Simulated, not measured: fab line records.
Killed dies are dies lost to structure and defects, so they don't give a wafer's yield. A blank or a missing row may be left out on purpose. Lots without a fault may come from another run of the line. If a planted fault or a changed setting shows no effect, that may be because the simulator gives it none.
The same fault as seen by 2 desks + flow gf180mcu + what lay behind the numbers comes last; until then each desk has only its own

== AT THE METROLOGY DESK ==
What the gauges read for every lot (on any tool): the sampled wafers with a number, averaged. A lot is out of limits, marked OUT, if its mean lies more than 4 standard deviations from the usual mean; the brackets give that distance.
Columns: A = cd_nm at GF_HV_LDD_CD_MEAS_19, usual 399.1 nm; B = cd_nm at GF_PSD_CD_MEAS_07, usual 398.9 nm; C = cd_nm at GF_SAB_CD_MEAS_09, usual 420.4 nm; D = M1_ALCU_RS at GF_M1_RS_MEAS_05, usual 0.0697 ohm/sq
| lot  | first seen here | A     | B     | C     | D      |
|------|-----------------|-------|-------|-------|--------|
| L541 | day 11 03:50    | 402.8 | 394.9 | 421.4 | 0.0708 |
| L544 | day 12 07:56    | 405.0 | 400.3 | 418.5 | 0.0696 |
| L545 | day 12 20:47    | 398.3 | 396.9 | 421.5 | 0.0694 |
| L546 | day 13 03:41    | 397.6 | 397.6 | 420.0 | 0.0683 |
| L548 | day 13 15:43    | 400.0 | 401.0 | 419.6 | 0.0688 |
| L552 | day 14 14:44    | 398.8 | 402.0 | 421.7 | 0.0686 |
| L554 | day 15 05:02    | 398.5 | 398.9 | 422.9 | 0.0697 |
| L557 | day 16 03:41    | 397.5 | 397.2 | 422.9 | 0.0690 |
| L558 | day 16 10:22    | 401.4 | 397.5 | 419.0 | 0.0700 |
| L559 | day 16 16:52    | 400.0 | 403.2 | 419.5 | 0.0694 |
| L560 | day 17 00:51    | 398.0 | 397.7 | 418.6 | 0.0690 |
| L562 | day 17 12:56    | 399.1 | 398.0 | 419.7 | 0.0702 |
Result from this desk: across the 12 lots, nothing is out of limits.

== FOR THE TOOL OWNER'S DESK: pvd_sputter-04 ==
The tool's own readings at GF_M1_SPUTTER_00 (material Ti, target thk 37.5 nm, time 150 s): means of the sampled wafers that have a number, for each lot that ran on this tool. A lot is out of limits, marked OUT, if its mean lies more than 4 standard deviations from the usual mean; the brackets give that distance.
Columns: A = throttle_valve_pct at GF_M1_SPUTTER_00, usual 30.0 %
| lot  | first seen here | A    |
|------|-----------------|------|
| L545 | day 18 11:41    | 29.3 |
| L546 | day 18 19:18    | 30.2 |
| L548 | day 19 14:41    | 30.2 |
| L552 | day 20 21:09    | 30.9 |
| L560 | day 23 08:04    | 29.5 |
| L562 | day 23 21:28    | 29.7 |
Result from this desk: across the 6 lots, nothing is out of limits.

== BROUGHT TOGETHER ==
Nothing out of limits was seen by the metrology desk.
Nothing out of limits was seen by the tool owner's desk.

== WHAT THE SIMULATOR HAD PUT IN ==
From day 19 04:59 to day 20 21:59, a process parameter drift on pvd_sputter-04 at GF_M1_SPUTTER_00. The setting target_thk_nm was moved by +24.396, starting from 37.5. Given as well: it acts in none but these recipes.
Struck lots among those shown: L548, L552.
